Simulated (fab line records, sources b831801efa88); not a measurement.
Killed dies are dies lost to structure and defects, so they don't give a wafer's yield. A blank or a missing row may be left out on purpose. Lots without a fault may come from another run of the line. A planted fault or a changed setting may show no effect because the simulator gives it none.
fab line records | flow gf180mcu
record lots=6 wafers=18 last_day=34
route steps=602 shown MVSD@72 MVPSD@78
lots that met no fault: from a run of the same line without faults
start_h: hours from the record's first day to the start of the lot's first wafer shown | wait_h: hours since the lot's step before | " the same as in the row above | L1.1+2: a row that stands for several wafers | - no value, or no start given | * or withheld: withheld | < > ~ a bound
route shown NAME@n: a module of which the file shows steps, and the number in the route of the first | usual: mean/standard deviation of fault-free wafers | same: alike in all rows | chamber/n: place in a boat | sites: the reading at each site | _std_site: their standard deviation | _edge_site: outer sites' mean less inner sites' | radius_mm: how far each site lies from the wafer's centre | mask NAME#n: copy n | behind: the tool/chamber that last shaped the wafer | hold: why the lot was held/for how many hours/how that ended | device: the transistor (n, p or np) that didn't switch | end of line: the same wafers' tests at the end of the route | a step without rows: its recipe alone | killed: dies lost to structure and defects at the first sort, not the wafer's yield | map: a wafer's dies, x killed, . not, _ none there
set.NAME: the setting as run; set.NAME@STEP: as run at that earlier step | model.NAME: the simulator's own value behind a step, which no gauge read
lots at some steps of the route; a table a step, a row a wafer
services: from which hour (start_h, from the record's first day; less than 0 if before it) a tool's chamber was out of use, for how many hours, and why
## steps
# step GF_MVSD_DEVELOP_06
# recipe wall_angle_deg=90 develop_time_s=60 dev_temp_c=23
# step GF_MVSD_OVL_MEAS_07
# usual MVSD_OVL=0.8/1.4
# columns lot.wafer tool chamber start_h wait_h MVSD_OVL[nm]
L213.1 overlay-02 - 154.94 - 0.6
L213.3 " - " " 1.3
L213.4 " - " " 0.6
L214.3 overlay-01 - 158.20 - 0.0
L214.5 " - " " 0.0
L214.6 " - " " 0.3
L215.1 overlay-01 - 165.74 - 1.3
L215.4 " - " " 1.3
L215.5 " - " " 1.4
L216.1 overlay-02 - 170.14 - -0.3
L216.3 " - " " 0.5
L216.5 " - " " -0.3
L223.1 overlay-02 - 208.24 - -1.7
L223.5 " - " " -1.2
L223.6 " - " " -1.1
L224.1 overlay-01 - 215.89 - 1.0
L224.5 " - " " 0.3
L224.6 " - " " 2.7
# step GF_MVSD_IMPLANT_08
# recipe species=P energy_kev=400 dose_cm2=1.6e+13 tilt_deg=0
# step GF_MVSD_IMPLANT_09
# recipe species=P energy_kev=100 dose_cm2=5e+12 tilt_deg=0
# step GF_MVSD_STRIP_10
# recipe chemistry=O2/N2 power_w=1400 pressure_mtorr=1500 platen_temp_c=250 o2_flow_sccm=3000 n2_flow_sccm=300 overash_fraction=0.5
# usual drypump_motor_current_A=5.7/0.46 heater_power_w=303/26 oes_product_au=0.723/0.005 strip_time_to_endpoint_s=36.92/0.098
# columns lot.wafer tool chamber start_h wait_h drypump_motor_current_A heater_power_w oes_product_au rf_hours_counter_h strip_time_to_endpoint_s
L213.1 plasma_asher-03 1 155.27 0.1 6.2 310 0.711 4 36.96
L213.3 " 0 " " 5.6 285 0.717 - 36.94
L213.4 " 1 " " 6.2 302 0.718 - 37.00
L214.3 plasma_asher-03 0 158.56 0.1 5.7 283 0.724 - 36.85
L214.5 " 0 " " 5.6 294 0.725 - 36.79
L214.6 " 1 " " 6.2 311 0.720 - 36.85
L215.1 plasma_asher-03 1 166.08 0.1 6.2 304 0.714 5 36.82
L215.4 " 1 " " 6.2 309 0.714 - 36.80
L215.5 " 0 " " 5.6 287 0.721 - 36.99
L216.1 plasma_asher-04 1 170.48 0.1 5.1 327 0.724 49 36.85
L216.3 " 1 " " 5.1 329 0.731 - 36.87
L216.5 " 0 " " 6.0 420 0.725 - 36.87
L223.1 plasma_asher-03 0 208.58 0.1 5.6 294 0.731 10 37.00
L223.5 " 1 " " 6.2 306 0.727 - 37.02
L223.6 " 0 " " 5.6 290 0.727 - 37.01
L224.1 plasma_asher-03 1 216.23 0.1 6.2 318 0.725 11 37.07
L224.5 " 1 " " 6.2 301 0.724 - 36.93
L224.6 " 0 " " 5.6 290 0.721 - 37.04
# step GF_MVSD_TW_MEAS_11
# usual MVSD_TW=1591/15
# columns lot.wafer tool chamber start_h wait_h MVSD_TW
L213.1 film_metro-01 - 155.37 0.1 1603
L213.3 " - " " 1603
L213.4 " - " " 1602
L214.3 film_metro-02 - 158.65 0.1 1580
L214.5 " - " " 1583
L214.6 " - " " 1584
L215.1 film_metro-04 - 166.18 0.1 1583
L215.4 " - " " 1584
L215.5 " - " " 1580
L216.1 film_metro-04 - 170.58 0.1 1582
L216.3 " - " " 1573
L216.5 " - " " 1567
L223.1 film_metro-01 - 208.68 0.1 1614
L223.5 " - " " 1625
L223.6 " - " " 1626
L224.1 film_metro-02 - 216.33 0.1 1582
L224.5 " - " " 1589
L224.6 " - " " 1582
# step GF_MVPSD_DEHYDRATE_00
# recipe temp_c=200 time_s=60
# step GF_MVPSD_HMDS_01
# recipe prime_time_s=60 prime_temp_c=120
# step GF_MVPSD_COAT_02
# recipe spin_rpm=2000 resist_thk_nm=3000
# step GF_MVPSD_SOFTBAKE_03
# recipe temp_c=110 time_s=withheld
# step GF_MVPSD_EXPOSE_04
# recipe mask_id=MVPSD target_cd_nm=1000 na=0.6 source_shape=conventional sigma_outer=0.6 dose_mj=260
# step GF_MVPSD_PEB_05
# recipe temp_c=115 time_s=withheld
# step GF_MVPSD_DEVELOP_06
# recipe wall_angle_deg=90 develop_time_s=60 dev_temp_c=23
# usual chill_plate_temp_C=22.98/0.11 develop_time_s=60/0 developer_temp_C=22.98/0.11
# columns lot.wafer tool chamber start_h wait_h chill_plate_temp_C develop_time_s developer_temp_C
L213.1 litho_track-03 0 171 - 23.04 60 22.90
L213.3 " 0 " " 23.09 60 23.01
L213.4 " 0 " " 23.08 60 22.82
L214.3 litho_track-01 0 173 - 22.92 60 23.01
L214.5 " 0 " " 22.90 60 22.91
L214.6 " 0 " " 22.86 60 23.01
L215.1 litho_track-01 - 182 - - - -
L215.4 " - " " - - -
L215.5 " - " " - - -
L216.1 litho_track-01 - 186 - - - -
L216.3 " - " " - - -
L216.5 " - " " - - -
L223.1 litho_track-03 0 226 - 23.09 60 22.96
L223.5 " 0 " " 23.07 60 23.03
L223.6 " 0 " " 23.31 60 22.84
L224.1 litho_track-03 0 234 - 22.96 60 23.04
L224.5 " 0 " " 22.97 60 22.99
L224.6 " 0 " " 23.03 60 23.06
# step GF_MVPSD_OVL_MEAS_07
# usual MVPSD_OVL=0.2/1.3
# columns lot.wafer tool chamber start_h wait_h MVPSD_OVL[nm]
L213.1 overlay-01 - 171.19 - -0.3
L213.3 " - " " 0.2
L213.4 " - " " 0.6
L214.3 overlay-02 - 173.53 - -1.8
L214.5 " - " " -0.2
L214.6 " - " " -0.7
L215.1 overlay-02 - 182.52 - -
L215.4 " - " " -
L215.5 " - " " -
L216.1 overlay-02 - 186.47 - -
L216.3 " - " " -
L216.5 " - " " -
L223.1 overlay-01 - 226.19 - 0.5
L223.5 " - " " 0.2
L223.6 " - " " 0.2
L224.1 overlay-02 - 234.49 - -0.2
L224.5 " - " " 0.8
L224.6 " - " " 0.3
## services
# columns tool chamber start_h hours kind
plasma_asher-04 - 152.61 0.5 repair
plasma_asher-04 - 171.16 2.8 pm
## key
first_sign step=GF_MVPSD_DEVELOP_06 reading=tool_record direction=missing
effect none on later readings
met_at GF_MVPSD_DEVELOP_06
struck_wafers L215.1,L215.4,L215.5,L216.1,L216.3,L216.5
sort_left_out L215.1,L215.4,L215.5,L216.1,L216.3,L216.5
tester_left_out L215,L216
onset_between 173 182
fault kind=skipped_step_whole tool=litho_track-01 chamber=- onset_h=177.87 steps=GF_MVPSD_DEVELOP_06 scope=struck_lots_only
# tester_left_out: of these lots the tester's yield and bins aren't shown, on N5 and GAA mostly nor the transistor test; their killed dies are dies lost to structure and defects alone, not to doping, threshold or leakage, so they don't give the yield
# sort_left_out: the simulated sort isn't trusted on such a fault, so these wafers' sort isn't shown, and their yield isn't known
